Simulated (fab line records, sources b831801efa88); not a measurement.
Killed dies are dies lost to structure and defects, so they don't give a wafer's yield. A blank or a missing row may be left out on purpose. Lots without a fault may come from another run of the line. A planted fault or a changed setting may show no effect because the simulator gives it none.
Tool commonality check | flow gf180mcu | 13 lots, 39 wafers sampled

WHY IT WAS OPENED
At GF_V3_OVL_MEAS_15 the reading V3_OVL is flagged on 2 of 13 lots. Wafers without a fault read 3 nm, standard deviation 6.
Rule: a lot is flagged when every wafer of it that has a number lies more than 4 standard deviations from that mean, or none has a number. The other lots count as sound.

lot  | measured     | on         | V3_OVL (nm), wafer by wafer | flag
L709 | day 22 09:13 | overlay-01 | -3 3 -4                     |
L710 | day 23 07:23 | overlay-01 | 3 8 5                       |
L712 | day 23 22:21 | overlay-01 | 0 4 -4                      |
L714 | day 25 01:02 | overlay-01 | 12 1 7                      |
L715 | day 25 06:00 | overlay-01 | 3 2 3                       |
L716 | day 25 07:44 | overlay-01 | 3 -4 -5                     |
L718 | day 25 22:17 | overlay-02 | 7 4 1                       |
L721 | day 26 17:51 | overlay-01 | 3 -4 5                      |
L722 | day 27 05:39 | overlay-01 | -13 -8 -1                   |
L723 | day 27 12:07 | overlay-02 | 3 2 3                       |
L726 | day 28 06:47 | overlay-01 | 0 -8 1                      |
L729 | day 29 03:12 | overlay-01 | 55 56 61                    | FLAGGED
L731 | day 29 16:26 | overlay-02 | 46 52 53                    | FLAGGED
The numbers of the flagged lots are 54 nm on average: +51 nm against the usual, or +8 standard deviations.

WHICH TOOL RAN EACH LOT
The record holds 1 process step before the reading, out of a route of 602 steps. In each cell: the tool, then ch and the chambers that the sampled wafers went through, then the start.
lot  | flag    | GF_V3_EXPOSE_11
L709 |         | krf_scanner-01 ch 0, day 21 21:47
L710 |         | krf_scanner-01 ch 0, day 22 19:39
L712 |         | krf_scanner-02 ch 0, day 23 10:49
L714 |         | krf_scanner-01 ch 0, day 24 14:25
L715 |         | krf_scanner-02 ch 0, day 24 19:13
L716 |         | krf_scanner-01 ch 0, day 24 20:31
L718 |         | krf_scanner-02 ch 0, day 25 11:38
L721 |         | krf_scanner-01 ch 0, day 26 07:33
L722 |         | krf_scanner-01 ch 0, day 26 19:15
L723 |         | krf_scanner-02 ch 0, day 27 01:52
L726 |         | krf_scanner-01 ch 0, day 27 21:07
L729 | FLAGGED | krf_scanner-01 ch 0, day 28 17:26
L731 | FLAGGED | krf_scanner-01 ch 0, day 29 06:58
What these steps do:
- GF_V3_EXPOSE_11: exposes mask Via3, target cd 260 nm.
- GF_V3_OVL_MEAS_15

FLAGGED OVER TOTAL, TOOL BY TOOL (the gauges that took the reading come last)
step              | tool           | lots run | flagged | share of the flagged lots | sound lots run after its first flagged lot
GF_V3_EXPOSE_11   | krf_scanner-01 | 9        | 2       | all                       | 0
GF_V3_EXPOSE_11   | krf_scanner-02 | 4        | 0       | none                      | -
GF_V3_OVL_MEAS_15 | overlay-01     | 10       | 1       | some                      | 0
GF_V3_OVL_MEAS_15 | overlay-02     | 3        | 1       | some                      | 0

WHAT THE TABLE ALLOWS
1 row of the table ran every flagged lot: krf_scanner-01 at GF_V3_EXPOSE_11.
- krf_scanner-01 at GF_V3_EXPOSE_11: 2 of its 9 lots flagged. Its last sound lot is L726 (day 27 21:07), its first flagged lot L729 (day 28 17:26): a fault that began between those two fits.
One tool is left: krf_scanner-01 at GF_V3_EXPOSE_11.

WHAT THE SIMULATOR HAD PUT IN
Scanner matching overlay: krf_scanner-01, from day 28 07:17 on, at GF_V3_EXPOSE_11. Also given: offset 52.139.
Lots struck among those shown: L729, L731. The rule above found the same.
